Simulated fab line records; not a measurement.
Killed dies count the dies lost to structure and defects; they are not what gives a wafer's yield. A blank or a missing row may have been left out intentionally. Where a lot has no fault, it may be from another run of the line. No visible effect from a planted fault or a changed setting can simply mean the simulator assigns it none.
A lot that was struck, set against a sound lot / flow sfq-line / 15 out of 325 route steps
Sound: wafers L224.1, L224.5, L224.6. Struck: wafers L228.4, L228.5. (L228.1 of the same lot was not struck and is left out.) The cause comes at the end.
Per side, at each step with rows, come the tool, then ch with its chambers, and then its first start. Under that, the readings that differ: sound wafers / struck wafers / difference of the means / sigmas: that difference in standard deviations of wafers without a fault.
alike: same words and numbers on both sides, and readings whose means sit less than 2 such deviations apart. not compared: any withheld reading, any reading some wafer has no value for, any bound like >300 that may hide the same value, and any number with overlapping values for which the record gives no deviation.
Wherever a step has rows on one side only, a row that says differs or no value, or a row with sigmas, the two part there. When numbers do not overlap yet have no deviation, they are printed without sigmas and do not part them. A reading missing from all wafers of one side parts the sides only when that side holds two or more wafers.

first, 1 step without rows for these wafers: SFQ_TRILAYER_M1_STRIP_SOLV_CLEAN_044 (cleans in NMP, time 600 s).
SFQ_TRILAYER_I1_DEP_PECVD_045: deposits SiO2 from SiH4/N2O, time 111.11 s, target thk 500 nm.
  sound on pecvd-04 ch 0,1,2, day 16 06:47; struck on pecvd-03 ch 0,1, day 17 07:32
  alike: heater-power-w, throttle-valve-pct
SFQ_TRILAYER_I1_CMP_CMP_046: polishes SiO2.
  sound on cmp-01 ch 0,2,3, day 16 12:06; struck on cmp-01 ch 0,3, day 17 11:36
  alike: motor-current-A, platen-rpm, time-to-endpoint-s
SFQ_I1_BOW_MEAS_912:
  sound on film-metro-02 at day 16 14:06; struck on film-metro-01 at day 17 13:36
  alike: I1_BOW
SFQ_TRILAYER_I1_METRO_MEASURE_047:
  sound on film-metro-02 at day 16 14:13; struck on film-metro-01 at day 17 13:43
  alike: thk-nm
then, 6 steps without rows for these wafers: SFQ_TRILAYER_I1_VIA_LITHO_COAT_054 (resist thk 62 nm); SFQ_TRILAYER_I1_VIA_LITHO_COAT_049 (resist thk 650 nm); SFQ_TRILAYER_I1_VIA_LITHO_SOFTBAKE_053; SFQ_TRILAYER_I1_VIA_LITHO_EXPOSE_050 (exposes mask I1, target cd 500 nm); SFQ_TRILAYER_I1_VIA_LITHO_PEB_052 (peb time 60 s); SFQ_TRILAYER_I1_VIA_LITHO_DEVELOP_051 (time 60 s).
-- the record jumps here: 4 days lie between the struck wafers' starts before and after --
SFQ_I1_OVL_MEAS_913:
  sound on overlay-02 at day 20 08:27; struck on overlay-01 at day 21 07:15
  alike: I1_OVL
SFQ_TRILAYER_I1_VIA_BARC_OPEN_VIA_ETCH_071: etches BARC in O2, target depth 125 nm, time 41.7 s.
  sound on rie-diel-04 ch 0,1,3, day 20 08:29; struck on rie-diel-04 ch 3, day 21 07:17
reading=oes-product-au (a.u.); sound=0.691 0.701 0.687; struck=0.656 0.655; difference=-0.037; sigmas=-8
reading=run-length-s (s); sound=70.9 70.1 70.7; struck=74.9 75.0; difference=+4.4; sigmas=+11
reading=model.KrF_of_TRILAYER_I1_VIA_LITHO_COAT_049.thk-nm (nm); sound=576.8 579.6 577.7; struck=567.1 567; difference=-11.0; sigmas=
  alike: drypump-motor-current-A
  not compared: rf-hours-counter-h
SFQ_TRILAYER_I1_VIA_ETCH_VIA_ETCH_052: etches SiO2 in CHF3, stops on Nb, target depth 260 nm.
  sound on rie-diel-04 ch 0,1,3, day 20 08:32; struck on rie-diel-04 ch 3, day 21 07:20
reading=model.KrF_of_TRILAYER_I1_VIA_LITHO_COAT_049.thk-nm (nm); sound=532 534.5 531.6; struck=521.5 521.4; difference=-11.2; sigmas=
  alike: drypump-motor-current-A, oes-product-au
SFQ_TRILAYER_I1_VIA_STRIP_STRIP_053: strips in O2.
  sound on rie-metal-01 ch 0,1, day 20 08:38; struck on rie-metal-02 ch 1, day 21 07:26
  alike: drypump-motor-current-A, oes-product-au
  not compared: rf-hours-counter-h

## WHERE THEY PART
At SFQ_TRILAYER_I1_VIA_BARC_OPEN_VIA_ETCH_071 and nowhere else, as far as this record goes. Later steps at which nothing parts them and some readings are alike: SFQ_TRILAYER_I1_VIA_ETCH_VIA_ETCH_052, SFQ_TRILAYER_I1_VIA_STRIP_STRIP_053.

WHY: what the simulator had put in
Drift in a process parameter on rie-diel-04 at SFQ_TRILAYER_I1_VIA_BARC_OPEN_VIA_ETCH_071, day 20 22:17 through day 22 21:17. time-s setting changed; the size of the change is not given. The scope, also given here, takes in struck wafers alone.
